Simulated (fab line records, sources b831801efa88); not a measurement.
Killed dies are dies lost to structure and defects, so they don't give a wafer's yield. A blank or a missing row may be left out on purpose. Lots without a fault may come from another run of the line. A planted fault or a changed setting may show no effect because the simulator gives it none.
fab line records | flow sky130
record lots=24 wafers=72 last_day=50
route steps=708 shown SONOS_TUNNEL@161 LI_CONTACT@384 CAPM@549 METAL3@566 METAL4@635
lots that met no fault: from a run of the same line without faults
start_h: hours from the record's first day to the start of the lot's first wafer shown | wait_h: hours since the lot's step before | " the same as in the row above | L1.1+2: a row that stands for several wafers | - no value, or no start given | * or withheld: withheld | < > ~ a bound
route shown NAME@n: a module of which the file shows steps, and the number in the route of the first | usual: mean/standard deviation of fault-free wafers | same: alike in all rows | chamber/n: place in a boat | sites: the reading at each site | _std_site: their standard deviation | _edge_site: outer sites' mean less inner sites' | radius_mm: how far each site lies from the wafer's centre | mask NAME#n: copy n | behind: the tool/chamber that last shaped the wafer | hold: why the lot was held/for how many hours/how that ended | device: the transistor (n, p or np) that didn't switch | end of line: the same wafers' tests at the end of the route | a step without rows: its recipe alone | killed: dies lost to structure and defects at the first sort, not the wafer's yield | map: a wafer's dies, x killed, . not, _ none there
set.NAME: the setting as run; set.NAME@STEP: as run at that earlier step | model.NAME: the simulator's own value behind a step, which no gauge read
steps of the route over a sample of lots; a table a step, a row a wafer
services: from which hour (start_h, from the record's first day; less than 0 if before it) a tool's chamber was out of use, for how many hours, and why
## steps
# step SKY_SONOS_TUNNEL_CD_MEAS_07
# recipe target_cd_nm=410
# usual cd_nm=410.1/2.3
# columns lot.wafer tool chamber start_h wait_h cd_nm
L074.1 cd_sem-02 - 250.14 0.1 407.5
L074.2 " - " " 409.5
L074.5 " - " " 409.8
L075.3 cd_sem-02 - 250.78 0.1 411.0
L075.5 " - " " 409.7
L075.6 " - " " 409.4
L076.1 cd_sem-01 - 268.49 0.1 404.2
L076.3 " - " " 405.2
L076.4 " - " " 406.1
L077.2 cd_sem-02 - 270.61 0.1 410.7
L077.4 " - " " 412.6
L077.6 " - " " 413.2
L078.2 cd_sem-02 - 285.66 0.1 414.9
L078.3 " - " " 412.9
L078.4 " - " " 412.0
L079.4 cd_sem-02 - 301.40 0.1 408.1
L079.5 " - " " 410.3
L079.6 " - " " 411.5
L080.3 cd_sem-02 - 302.58 0.1 408.2
L080.4 " - " " 408.1
L080.6 " - " " 408.8
L081.2 cd_sem-01 - 310.44 0.1 411.8
L081.3 " - " " 412.8
L081.5 " - " " 414.6
L082.2 cd_sem-02 - 314.06 0.1 408.9
L082.4 " - " " 408.6
L082.6 " - " " 406.8
L083.1 cd_sem-02 - 317.64 0.1 411.6
L083.3 " - " " 411.0
L083.4 " - " " 409.2
L084.2 cd_sem-01 - 332.26 0.1 411.3
L084.3 " - " " 408.7
L084.6 " - " " 411.3
L085.3 cd_sem-01 - 339.53 0.1 409.3
L085.4 " - " " 409.9
L085.6 " - " " 409.4
L086.2 cd_sem-01 - 345.94 0.1 411.8
L086.5 " - " " 410.5
L086.6 " - " " 411.5
L087.1 cd_sem-01 - 356.89 0.1 411.3
L087.2 " - " " 407.4
L087.4 " - " " 406.5
L089.4 cd_sem-02 - 373.43 0.1 410.7
L089.5 " - " " 409.6
L089.6 " - " " 411.2
L088.1 cd_sem-01 - 374.27 0.1 416.8
L088.3 " - " " 414.3
L088.6 " - " " 414.0
L090.1 cd_sem-01 - 380.49 0.1 410.8
L090.4 " - " " 413.4
L090.6 " - " " 411.5
L091.4 cd_sem-02 - 387.68 0.1 410.0
L091.5 " - " " 407.7
L091.6 " - " " 406.1
L092.4 cd_sem-01 - 390.05 0.1 412.2
L092.5 " - " " 413.8
L092.6 " - " " 414.6
L093.3 cd_sem-02 - 404.88 0.1 412.0
L093.5 " - " " 410.5
L093.6 " - " " 413.2
L094.2 cd_sem-02 - 414.71 0.1 408.6
L094.3 " - " " 407.6
L094.4 " - " " 407.0
L095.1 cd_sem-01 - 415.09 0.1 409.1
L095.2 " - " " 408.1
L095.5 " - " " 408.6
L096.1 cd_sem-02 - 422.19 0.1 408.2
L096.2 " - " " 407.5
L096.4 " - " " 407.7
L097.3 cd_sem-02 - 437.51 0.1 407.0
L097.4 " - " " 408.0
L097.5 " - " " 408.6
# step SKY_LI_CONTACT_RS_MEAS_22
# recipe thk_meas_gauge=four-point-probe reads=W_of_LI_CONTACT_CVD_21+TiN_of_LI_CONTACT_SPUTTER_20+Ti_of_LI_CONTACT_SPUTTER_19
# usual LI_CONTACT_W_RS=0.2833/0.0024
# columns lot.wafer tool chamber start_h wait_h LI_CONTACT_W_RS[ohm/sq]
L075.3 film_metro-02 - 673.92 0.1 0.2825
L075.5 " - " " 0.2818
L075.6 " - " " 0.2830
L074.1 film_metro-01 - 675.13 0.1 0.2861
L074.2 " - " " 0.2848
L074.5 " - " " 0.2860
L076.1 film_metro-02 - 692.18 0.1 0.2831
L076.3 " - " " 0.2850
L076.4 " - " " 0.2837
L077.2 film_metro-02 - 695.50 0.1 0.2829
L077.4 " - " " 0.2865
L077.6 " - " " 0.2862
L078.2 film_metro-02 - 710.85 0.1 0.2878
L078.3 " - " " 0.2912
L078.4 " - " " 0.2885
L080.3 film_metro-04 - 734.63 0.1 0.2849
L080.4 " - " " 0.2842
L080.6 " - " " 0.2819
L079.4 film_metro-04 - 736.69 0.1 0.2777
L079.5 " - " " 0.2820
L079.6 " - " " 0.2800
L081.2 film_metro-02 - 740.51 0.1 0.2828
L081.3 " - " " 0.2854
L081.5 " - " " 0.2839
L082.2 film_metro-02 - 742.65 0.1 0.2835
L082.4 " - " " 0.2804
L082.6 " - " " 0.2816
L083.1 film_metro-01 - 749.23 0.1 0.2788
L083.3 " - " " 0.2824
L083.4 " - " " 0.2812
L084.2 film_metro-04 - 753.25 0.1 0.2802
L084.3 " - " " 0.2802
L084.6 " - " " 0.2807
L085.3 film_metro-02 - 771.27 0.1 0.2851
L085.4 " - " " 0.2838
L085.6 " - " " 0.2868
L086.2 film_metro-01 - 772.25 0.1 0.2834
L086.5 " - " " 0.2825
L086.6 " - " " 0.2828
L087.1 film_metro-04 - 786.45 0.1 0.2852
L087.2 " - " " 0.2819
L087.4 " - " " 0.2843
L088.1 film_metro-01 - 793.83 0.1 0.2824
L088.3 " - " " 0.2812
L088.6 " - " " 0.2793
L089.4 film_metro-01 - 796.35 0.1 0.2812
L089.5 " - " " 0.2848
L089.6 " - " " 0.2845
L090.1 film_metro-01 - 806.68 0.1 0.2824
L090.4 " - " " 0.2835
L090.6 " - " " 0.2890
L091.4 film_metro-02 - 808.49 0.1 0.2809
L091.5 " - " " 0.2826
L091.6 " - " " 0.2819
L092.4 film_metro-02 - 811.16 0.1 0.2844
L092.5 " - " " 0.2858
L092.6 " - " " 0.2814
L093.3 film_metro-02 - 825.84 0.2 0.2836
L093.5 " - " " 0.2828
L093.6 " - " " 0.2832
L094.2 film_metro-01 - 833.67 0.2 0.2827
L094.3 " - " " 0.2834
L094.4 " - " " 0.2816
L095.1 film_metro-02 - 834.96 0.2 0.2828
L095.2 " - " " 0.2828
L095.5 " - " " 0.2848
L096.1 film_metro-02 - 840.36 0.1 0.2801
L096.2 " - " " 0.2843
L096.4 " - " " 0.2840
L097.3 film_metro-01 - 850.72 0.1 0.2823
L097.4 " - " " 0.2866
L097.5 " - " " 0.2818
# step SKY_LI_CONTACT_THK_MEAS_23
# recipe thk_meas_gauge=xrf reads=W_of_LI_CONTACT_CVD_21
# usual LI_CONTACT_W_THK=389/5.1
# columns lot.wafer tool chamber start_h wait_h LI_CONTACT_W_THK[nm]
L075.3 film_metro-02 - 674.02 0.1 390
L075.5 " - " " 388
L075.6 " - " " 390
L074.1 film_metro-01 - 675.25 0.1 387
L074.2 " - " " 388
L074.5 " - " " 388
L076.1 film_metro-02 - 692.30 0.1 389
L076.3 " - " " 383
L076.4 " - " " 389
L077.2 film_metro-02 - 695.61 0.1 386
L077.4 " - " " 383
L077.6 " - " " 387
L078.2 film_metro-02 - 710.96 0.1 384
L078.3 " - " " 380
L078.4 " - " " 381
L080.3 film_metro-04 - 734.73 0.1 382
L080.4 " - " " 382
L080.6 " - " " 386
L079.4 film_metro-04 - 736.78 0.1 391
L079.5 " - " " 388
L079.6 " - " " 388
L081.2 film_metro-02 - 740.62 0.1 389
L081.3 " - " " 386
L081.5 " - " " 389
L082.2 film_metro-02 - 742.76 0.1 390
L082.4 " - " " 394
L082.6 " - " " 391
L083.1 film_metro-01 - 749.35 0.1 401
L083.3 " - " " 393
L083.4 " - " " 394
L084.2 film_metro-04 - 753.36 0.1 384
L084.3 " - " " 383
L084.6 " - " " 383
L085.3 film_metro-02 - 771.37 0.1 389
L085.4 " - " " 390
L085.6 " - " " 385
L086.2 film_metro-01 - 772.36 0.1 390
L086.5 " - " " 390
L086.6 " - " " 390
L087.1 film_metro-04 - 786.57 0.1 378
L087.2 " - " " 382
L087.4 " - " " 380
L088.1 film_metro-01 - 793.95 0.1 391
L088.3 " - " " 393
L088.6 " - " " 393
L089.4 film_metro-01 - 796.44 0.1 390
L089.5 " - " " 387
L089.6 " - " " 388
L090.1 film_metro-01 - 806.80 0.1 392
L090.4 " - " " 389
L090.6 " - " " 380
L091.4 film_metro-02 - 808.58 0.1 397
L091.5 " - " " 396
L091.6 " - " " 397
L092.4 film_metro-02 - 811.25 0.1 394
L092.5 " - " " 390
L092.6 " - " " 397
L093.3 film_metro-02 - 825.94 0.1 389
L093.5 " - " " 388
L093.6 " - " " 392
L094.2 film_metro-01 - 833.78 0.1 399
L094.3 " - " " 395
L094.4 " - " " 399
L095.1 film_metro-02 - 835.08 0.1 390
L095.2 " - " " 392
L095.5 " - " " 389
L096.1 film_metro-02 - 840.48 0.1 392
L096.2 " - " " 388
L096.4 " - " " 389
L097.3 film_metro-01 - 850.82 0.1 390
L097.4 " - " " 384
L097.5 " - " " 391
# step SKY_CAPM_OVL_MEAS_12
# usual CAPM_OVL=1.3/1.3
# columns lot.wafer tool chamber start_h wait_h CAPM_OVL[nm]
L075.3 overlay-02 - 866.96 0.1 1.0
L075.5 " - " " 1.5
L075.6 " - " " 2.2
L074.1 overlay-02 - 868.15 0.1 0.8
L074.2 " - " " 2.3
L074.5 " - " " 1.7
L076.1 overlay-02 - 885.00 0.1 2.7
L076.3 " - " " 0.0
L076.4 " - " " 0.6
L077.2 overlay-02 - 889.85 0.1 0.2
L077.4 " - " " 2.0
L077.6 " - " " 1.3
L078.2 overlay-01 - 906.77 0.1 0.8
L078.3 " - " " -0.3
L078.4 " - " " 1.1
L080.3 overlay-02 - 925.16 0.1 2.4
L080.4 " - " " 2.5
L080.6 " - " " 0.3
L079.4 overlay-01 - 926.18 0.1 2.4
L079.5 " - " " 2.3
L079.6 " - " " 2.1
L081.2 overlay-01 - 932.25 0.1 -0.7
L081.3 " - " " -1.0
L081.5 " - " " 0.9
L082.2 overlay-02 - 933.65 0.1 -0.7
L082.4 " - " " 1.0
L082.6 " - " " 0.3
L083.1 overlay-02 - 939.77 0.2 -0.4
L083.3 " - " " -2.0
L083.4 " - " " -1.5
L084.2 overlay-02 - 942.61 0.1 -0.1
L084.3 " - " " 0.6
L084.6 " - " " 2.2
L085.3 overlay-01 - 959.41 0.1 0.9
L085.4 " - " " 1.7
L085.6 " - " " 1.6
L086.2 overlay-02 - 964.05 0.1 1.9
L086.5 " - " " 1.7
L086.6 " - " " 2.3
L087.1 overlay-01 - 972.32 0.1 2.5
L087.2 " - " " 1.6
L087.4 " - " " -0.8
L088.1 overlay-02 - 980.12 0.1 4.5
L088.3 " - " " 4.1
L088.6 " - " " 4.1
L089.4 overlay-01 - 981.66 0.1 -0.1
L089.5 " - " " 0.4
L089.6 " - " " 1.0
L090.1 overlay-02 - 994.24 0.1 2.5
L090.4 " - " " 1.1
L090.6 " - " " -0.1
L091.4 overlay-02 - 995.34 0.1 3.1
L091.5 " - " " 2.1
L091.6 " - " " 4.1
L092.4 overlay-01 - 998.81 0.1 1.9
L092.5 " - " " 2.1
L092.6 " - " " 2.2
L093.3 overlay-02 - 1006.98 0.1 2.1
L093.5 " - " " 2.7
L093.6 " - " " 2.7
L094.2 overlay-01 - 1015.20 0.1 0.9
L094.3 " - " " 0.4
L094.4 " - " " -0.2
L095.1 overlay-02 - 1018.10 0.1 1.7
L095.2 " - " " 0.0
L095.5 " - " " 1.2
L096.1 overlay-02 - 1020.82 0.1 3.1
L096.2 " - " " 3.2
L096.4 " - " " 0.5
L097.3 overlay-02 - 1028.01 0.1 0.6
L097.4 " - " " 1.4
L097.5 " - " " 0.5
# step SKY_METAL3_ETCH_16
# recipe chemistry=N2/H2 target=BARC ion_energy_ev=200 bias_w=100 pressure_mtorr=30 n2_flow_sccm=100 h2_flow_sccm=200 icp_w=500 stop_on=SiO2 time_s=88.2 target_depth_a=600
# usual drypump_motor_current_A=5.8/0.5 h2_flow_sccm=200.1/0.59 n2_flow_sccm=99.98/0.28 oes_product_au=0.626/0.0044 throttle_valve_pct=13.206/0.0086
# columns lot.wafer tool chamber start_h wait_h drypump_motor_current_A h2_flow_sccm n2_flow_sccm oes_product_au rf_hours_counter_h throttle_valve_pct
L075.3 rie_metal-03 1 893.36 0.0 6.5 200.0 100.45 0.619 - 13.216
L075.5 " 1 " " 6.5 199.3 100.20 0.618 - 13.214
L075.6 " 0 " " 6.0 200.4 100.09 0.631 - 13.203
L074.1 rie_metal-01 1 894.68 0.0 6.1 199.7 100.20 0.619 5 13.225
L074.2 " 0 " " 4.9 199.4 100.00 0.626 9 13.200
L074.5 " 1 " " 6.2 199.7 99.61 0.622 - 13.198
L076.1 rie_metal-02 1 910.53 0.0 6.1 199.4 100.06 0.630 0 13.209
L076.3 " 0 " " 5.5 200.8 99.94 0.631 - 13.198
L076.4 " 1 " " 6.1 199.3 99.49 0.630 - 13.197
L077.2 rie_metal-02 1 915.78 0.0 6.1 201.1 100.16 0.625 0 13.212
L077.4 " 0 " " 5.5 199.7 99.88 0.635 - 13.198
L077.6 " 0 " " 5.5 200.0 100.35 0.628 - 13.189
L078.2 rie_metal-01 0 931.53 0.0 4.9 200.0 100.62 0.634 10 13.206
L078.3 " 0 " " 4.9 199.3 100.07 0.630 - 13.202
L078.4 " 1 " " 6.1 200.3 99.68 0.628 - 13.191
L080.3 rie_metal-01 0 950.22 0.0 4.9 198.9 99.77 0.623 - 13.201
L080.4 " 1 " " 6.1 200.3 100.02 0.625 - 13.212
L080.6 " 0 " " 4.9 199.6 100.40 0.624 - 13.215
L079.4 rie_metal-01 1 951.56 0.0 6.1 199.4 100.29 0.617 - 13.202
L079.5 " 1 " " 6.1 199.8 100.47 0.629 - 13.198
L079.6 " 0 " " 4.9 200.3 99.77 0.629 - 13.199
L081.2 rie_metal-01 0 957.83 0.0 4.9 200.5 100.33 0.622 11 13.196
L081.3 " 0 " " 4.9 199.9 100.57 0.626 - 13.200
L081.5 " 0 " " 4.9 200.3 100.09 0.625 - 13.194
L082.2 rie_metal-01 0 959.28 0.0 4.9 200.8 99.70 0.623 11 13.200
L082.4 " 1 " " 6.1 199.5 99.61 0.624 - 13.216
L082.6 " 1 " " 6.1 200.4 99.95 0.621 - 13.200
L083.1 rie_metal-03 1 964.58 0.0 6.5 199.9 100.08 0.630 13 13.214
L083.3 " 0 " " 6.1 199.6 99.39 0.624 - 13.237
L083.4 " 1 " " 6.4 201.1 100.04 0.615 - 13.226
L084.2 rie_metal-02 1 967.43 0.0 6.1 201.7 99.85 0.626 3 13.202
L084.3 " 1 " " 6.1 200.5 100.17 0.625 - 13.217
L084.6 " 1 " " 6.1 201.3 100.46 0.622 - 13.207
L085.3 rie_metal-03 0 984.47 0.0 6.1 200.2 99.96 0.627 - 13.205
L085.4 " 1 " " 6.4 200.2 99.83 0.625 - 13.212
L085.6 " 1 " " 6.4 198.7 99.88 0.636 - 13.208
L086.2 rie_metal-03 0 989.88 0.0 6.1 199.6 100.34 0.622 13 13.210
L086.5 " 1 " " 6.4 200.9 99.82 0.635 - 13.206
L086.6 " 0 " " 6.0 200.0 100.31 0.627 - 13.215
L087.1 rie_metal-02 0 1000.53 0.0 5.5 200.6 100.16 0.628 19 13.214
L087.2 " 1 " " 6.1 200.6 100.04 0.622 5 13.220
L087.4 " 0 " " 5.5 200.3 99.97 0.623 - 13.206
L088.1 rie_metal-02 1 1004.03 0.0 6.1 200.3 100.01 0.625 6 13.195
L088.3 " 1 " " 6.1 199.9 100.32 0.629 - 13.206
L088.6 " 0 " " 5.5 199.8 100.22 0.626 - 13.223
L089.4 rie_metal-03 0 1004.91 0.0 6.1 200.5 99.80 0.622 - 13.202
L089.5 " 1 " " 6.4 200.7 100.32 0.633 - 13.215
L089.6 " 0 " " 6.1 200.7 99.98 0.629 - 13.208
L090.1 rie_metal-02 1 1018.28 0.0 6.1 200.0 99.68 0.628 7 13.213
L090.4 " 1 " " 6.1 199.9 99.88 0.627 - 13.202
L090.6 " 0 " " 5.5 200.2 99.90 0.630 - 13.216
L091.4 rie_metal-01 0 1018.67 0.0 4.9 200.2 99.96 0.629 - 13.199
L091.5 " 1 " " 6.2 200.3 100.09 0.622 - 13.205
L091.6 " 0 " " 4.9 200.7 99.80 0.629 - 13.196
L092.4 rie_metal-03 0 1022.21 0.0 6.0 200.3 100.52 0.625 - 13.224
L092.5 " 0 " " 6.1 199.3 99.96 0.624 - 13.219
L092.6 " 1 " " 6.4 200.0 99.38 0.629 - 13.198
L093.3 rie_metal-02 1 1029.87 0.0 6.1 199.3 99.59 0.632 - 13.205
L093.5 " 0 " " 5.5 199.9 100.14 0.630 - 13.207
L093.6 " 1 " " 6.1 199.5 99.96 0.625 - 13.194
L094.2 rie_metal-01 0 1038.28 0.0 4.9 200.3 99.74 0.624 16 13.197
L094.3 " 0 " " 4.9 201.0 100.24 0.626 - 13.215
L094.4 " 1 " " 6.1 201.0 100.11 0.621 - 13.210
L095.1 rie_metal-02 0 1040.48 0.0 5.5 199.8 99.77 0.628 21 13.208
L095.2 " 1 " " 6.1 199.9 100.21 0.625 8 13.208
L095.5 " 1 " " 6.1 199.4 99.97 0.629 - 13.199
L096.1 rie_metal-02 0 1043.43 0.0 5.5 200.0 99.96 0.632 22 13.196
L096.2 " 1 " " 6.1 200.0 99.77 0.633 9 13.221
L096.4 " 1 " " 6.1 200.1 99.65 0.614 - 13.200
L097.3 rie_metal-03 1 1050.21 0.0 6.4 199.9 99.85 0.619 - 13.204
L097.4 " 0 " " 6.0 200.3 99.98 0.624 - 13.199
L097.5 " 0 " " 6.1 200.1 99.55 0.622 - 13.189
# step SKY_METAL4_STRIP_19
# recipe chemistry=O2/N2 power_w=1400 pressure_mtorr=1500 platen_temp_c=withheld o2_flow_sccm=3000 n2_flow_sccm=300 overash_fraction=0.5
# usual drypump_motor_current_A=5.8/0.59 n2_flow_sccm=300.3/0.82 oes_product_au=0.500/0.0058 strip_time_to_endpoint_s=6.47/0.097
# columns lot.wafer tool chamber start_h wait_h drypump_motor_current_A n2_flow_sccm oes_product_au rf_hours_counter_h strip_time_to_endpoint_s
L075.3 plasma_asher-03 1 970.01 0.1 5.9 300.5 0.510 - 6.64
L075.5 " 1 " " 5.9 300.8 0.509 - 6.58
L075.6 " 0 " " 5.0 299.8 0.513 - 6.71
L074.1 plasma_asher-02 0 971.78 0.1 5.3 299.6 0.502 118 6.58
L074.2 " 1 " " 6.6 300.2 0.511 118 6.60
L074.5 " 1 " " 6.6 299.8 0.509 - 6.56
L076.1 plasma_asher-02 1 988.58 0.1 6.6 300.9 0.498 119 6.45
L076.3 " 0 " " 5.3 299.8 0.500 - 6.49
L076.4 " 1 " " 6.6 300.9 0.500 - 6.48
L077.2 plasma_asher-03 0 993.75 0.1 5.0 300.7 0.495 86 6.37
L077.4 " 0 " " 5.0 301.2 0.498 - 6.28
L077.6 " 0 " " 5.0 301.2 0.499 - 6.31
L078.2 plasma_asher-03 1 1007.15 0.1 6.0 299.1 0.498 87 6.48
L078.3 " 0 " " 5.0 299.8 0.508 - 6.55
L078.4 " 1 " " 6.0 300.6 0.498 - 6.50
L080.3 plasma_asher-01 0 1024.71 0.1 5.6 300.2 0.499 - 6.53
L080.4 " 1 " " 6.4 299.5 0.502 - 6.51
L080.6 " 1 " " 6.4 300.5 0.495 - 6.51
L079.4 plasma_asher-02 1 1026.76 0.1 6.6 300.4 0.500 - 6.51
L079.5 " 0 " " 5.3 300.5 0.494 - 6.40
L079.6 " 1 " " 6.6 299.6 0.498 - 6.50
L081.2 plasma_asher-02 1 1031.28 0.1 6.6 301.9 0.505 124 6.54
L081.3 " 1 " " 6.6 301.1 0.501 - 6.50
L081.5 " 1 " " 6.6 301.0 0.510 - 6.61
L082.2 plasma_asher-01 1 1033.55 0.1 6.4 299.7 0.486 59 6.18
L082.4 " 1 " " 6.4 299.4 0.487 - 6.20
L082.6 " 0 " " 5.6 298.8 0.492 - 6.19
L083.1 plasma_asher-01 1 1038.08 0.1 6.4 300.1 0.491 59 6.32
L083.3 " 0 " " 5.6 298.8 0.504 - 6.58
L083.4 " 1 " " 6.5 300.3 0.488 - 6.26
L084.2 plasma_asher-02 1 1042.78 0.1 6.6 300.4 0.504 126 6.48
L084.3 " 0 " " 5.3 301.3 0.499 - 6.45
L084.6 " 0 " " 5.3 299.2 0.491 - 6.38
L085.3 plasma_asher-03 0 1056.11 0.1 5.0 297.6 0.497 - 6.44
L085.4 " 1 " " 6.0 300.3 0.495 - 6.28
L085.6 " 1 " " 6.0 301.2 0.501 - 6.47
L086.2 plasma_asher-01 1 1061.08 0.1 6.5 300.9 0.494 62 6.39
L086.5 " 1 " " 6.5 300.7 0.496 - 6.48
L086.6 " 0 " " 5.6 300.8 0.494 - 6.28
L087.1 plasma_asher-03 0 1068.18 0.1 5.0 300.0 0.494 93 6.47
L087.2 " 1 " " 6.0 299.5 0.502 93 6.51
L087.4 " 0 " " 5.0 301.5 0.494 - 6.45
L088.1 plasma_asher-02 1 1071.58 0.1 6.7 301.0 0.497 1 6.45
L088.3 " 1 " " 6.6 299.1 0.490 - 6.39
L088.6 " 1 " " 6.7 299.3 0.496 - 6.52
L089.4 plasma_asher-03 1 1072.76 0.1 6.0 300.3 0.498 - 6.61
L089.5 " 0 " " 5.0 300.2 0.494 - 6.30
L089.6 " 1 " " 6.0 300.0 0.501 - 6.54
L090.1 plasma_asher-02 1 1086.03 0.1 6.6 300.3 0.502 2 6.43
L090.4 " 1 " " 6.6 300.2 0.508 - 6.57
L090.6 " 0 " " 5.3 299.4 0.500 - 6.57
L091.4 plasma_asher-03 0 1087.04 0.1 5.0 300.6 0.502 - 6.48
L091.5 " 0 " " 5.0 301.4 0.494 - 6.32
L091.6 " 1 " " 6.0 299.5 0.502 - 6.50
L092.4 plasma_asher-02 1 1089.94 0.1 6.6 301.1 0.502 - 6.53
L092.5 " 1 " " 6.6 300.7 0.508 - 6.54
L092.6 " 0 " " 5.3 301.9 0.502 - 6.53
L093.3 plasma_asher-01 1 1095.06 0.1 6.4 299.1 0.494 - 6.48
L093.5 " 0 " " 5.6 300.9 0.502 - 6.50
L093.6 " 1 " " 6.4 299.0 0.503 - 6.52
L094.2 plasma_asher-03 0 1104.93 0.1 4.9 298.9 0.505 97 6.51
L094.3 " 1 " " 6.0 299.4 0.505 - 6.46
L094.4 " 0 " " 5.0 300.7 0.494 - 6.44
L095.1 plasma_asher-03 1 1106.38 0.1 6.0 299.4 0.499 97 6.33
L095.2 " 0 " " 5.0 301.0 0.492 97 6.44
L095.5 " 0 " " 5.0 300.8 0.506 - 6.43
L096.1 plasma_asher-01 0 1107.85 0.1 5.6 301.4 0.497 67 6.58
L096.2 " 1 " " 6.5 300.0 0.506 67 6.51
L096.4 " 1 " " 6.5 300.2 0.506 - 6.57
L097.3 plasma_asher-03 0 1114.51 0.1 5.0 299.6 0.508 - 6.56
L097.4 " 1 " " 6.0 298.9 0.497 - 6.45
L097.5 " 1 " " 6.0 300.9 0.495 - 6.47
## services
# columns tool chamber start_h hours kind
rie_metal-02 1 884.07 - clean
rie_metal-02 1 884.07 21.5 scheduled_down
rie_metal-02 1 884.07 21.5 vent_cycle
plasma_asher-01 - 885.54 10.4 repair
plasma_asher-01 - 909.22 1.1 repair
plasma_asher-03 - 922.27 4.3 repair
plasma_asher-01 - 965.74 7.1 repair
plasma_asher-03 - 971.75 1.3 repair
rie_metal-02 0 982.48 9.1 repair
plasma_asher-01 - 987.00 1.7 repair
rie_metal-01 - 1005.90 2.8 pm
plasma_asher-02 - 1055.25 9.0 pm
plasma_asher-02 0 1055.25 9.0 vent_cycle
plasma_asher-02 1 1055.25 9.0 vent_cycle
plasma_asher-02 0 1064.25 - clean
plasma_asher-02 1 1064.25 - clean
plasma_asher-02 - 1101.46 2.8 pm
rie_metal-01 - 1113.47 0.3 repair
## key
fault none
